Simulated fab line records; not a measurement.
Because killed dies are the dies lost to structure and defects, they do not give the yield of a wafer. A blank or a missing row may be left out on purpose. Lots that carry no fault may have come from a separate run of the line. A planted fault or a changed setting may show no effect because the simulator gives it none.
Chamber matching ; flow sky130 ; 3 sister chambers for SKY_CONTACT_CVD_00 on pecvd-02
The step deposits Si3N4, target thk 75 nm. 3 wafers are shown with their chamber, then 7 later ones without.

WAFERS PAIRED WITH THEIR CHAMBERS
wafer;chamber;heater_power_w (W)
L081.5;2;737
L086.6;1;730
L089.5;0;978

WAFERS WHOSE CHAMBER IS MISSING
wafer;heater_power_w (W)
L089.6;712
L092.2;760
L092.4;752
L092.5;962
L096.1;1028
L096.2;803
L096.6;726

EACH ONE'S CHAMBER
wafer;from the rows above;in truth
L089.6;can't be placed: 1 or 2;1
L092.2;can't be placed: 2 or 1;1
L092.4;can't be placed: 2 or 1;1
L092.5;0;0
L096.1;0;0
L096.2;can't be placed: 2 or 1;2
L096.6;can't be placed: 1 or 2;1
Placed correctly: 2 of 7. Cannot be placed on the basis of these rows: 5; the candidates contain the true chamber in 5. Placed wrongly: 0.
How it was worked out, from the rows above alone: a wafer's distance from a chamber is the root of the sum, over the readings, of the square of ((its reading less the chamber's mean) divided by the reading's scatter). If the next closest chamber is less than 2 further off than the closest, the wafer can't be placed; otherwise it belongs to the closest. For every chamber, the mean is computed from those of its wafers that are shown. The scatter (one wafer shown for each chamber): square how far every hidden wafer sits from the nearest shown wafer, average those squares and take the square root.
